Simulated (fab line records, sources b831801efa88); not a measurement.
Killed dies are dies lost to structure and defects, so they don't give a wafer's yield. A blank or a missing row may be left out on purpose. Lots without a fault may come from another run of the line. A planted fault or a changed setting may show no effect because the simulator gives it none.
Which tool did it? | flow sky130 | 11 lots, 33 wafers sampled, at 2 steps of a route of 708

WHAT THE GAUGES READ, wafer by wafer
SKY_GATE_OXIDE_TW_MEAS_14. Usual: GATE_OXIDE_TW 225.4, standard deviation 1.1.
lot  | measured     | on            | GATE_OXIDE_TW     | flag
L787 | day 13 06:17 | film_metro-02 | 224.4 224.5 223.8 |
L791 | day 15 00:19 | film_metro-02 | 226.2 226.8 224.4 |
L794 | day 16 09:19 | film_metro-02 | 225.8 225.6 225.8 |
L800 | day 18 08:37 | film_metro-01 | 225.3 225.2 225.9 |
L801 | day 18 15:18 | film_metro-02 | 226.3 226.1 224.3 |
L804 | day 20 06:17 | film_metro-02 | 225.2 224.1 224.4 |
L805 | day 20 08:12 | film_metro-04 | 224.3 224.0 223.9 |
L806 | day 20 13:13 | film_metro-01 | 227.2 227.5 227.1 |
L808 | day 21 23:40 | film_metro-02 | 225.9 227.1 226.8 |
L810 | day 22 03:26 | film_metro-04 | 224.7 223.7 223.5 |
L809 | day 22 05:39 | film_metro-02 | 227.0 227.4 225.6 |

SKY_POLY_GATE_OVL_MEAS_14. Usual: POLY_GATE_OVL 4 nm, standard deviation 5.3.
lot  | measured     | on         | POLY_GATE_OVL (nm) | flag
L787 | day 15 18:02 | overlay-02 | -6 0 -1            |
L791 | day 18 17:21 | overlay-02 | 11 11 8            |
L794 | day 19 00:49 | overlay-01 | 10 8 7             |
L800 | day 21 02:11 | overlay-01 | 2 6 6              |
L801 | day 21 07:53 | overlay-01 | -1 -1 2            |
L804 | day 23 00:41 | overlay-02 | 7 11 5             |
L805 | day 23 05:35 | overlay-02 | 6 8 6              |
L806 | day 23 10:43 | overlay-02 | 1 3 2              |
L808 | day 24 17:04 | overlay-01 | 4 1 -4             |
L810 | day 24 20:36 | overlay-02 | -3 -2 3            |
L809 | day 25 01:23 | overlay-02 | 8 11 12            |

WHICH TOOL RAN EACH LOT (tool, then ch and the chambers of the sampled wafers, then the start)
The record holds no process step before these readings.

WHAT THE TOOLS THEMSELVES READ (means of the sampled wafers that have a number; where no wafer has one, the mark that the record gives instead)
The record holds no such reading with a usual standard deviation.

THE ANSWER, worked out from the rows above alone
Rule: a lot is off if the mean of its wafers that have a number lies more than 3 standard deviations from the usual mean. A lot without any number at a reading at which 4 lots or more have one is off too. The other lots that the step has rows for count as sound. The gauges are gone through in route order, then the tools' own readings, and for those a lot's mean is taken as printed above. The first step at which some lot is off is used, and at that step the reading that is off furthest; a lot without a number counts as furthest.
No lot is off at any reading shown: from this, nothing can be told.

WHAT THE SIMULATOR HAD PUT IN
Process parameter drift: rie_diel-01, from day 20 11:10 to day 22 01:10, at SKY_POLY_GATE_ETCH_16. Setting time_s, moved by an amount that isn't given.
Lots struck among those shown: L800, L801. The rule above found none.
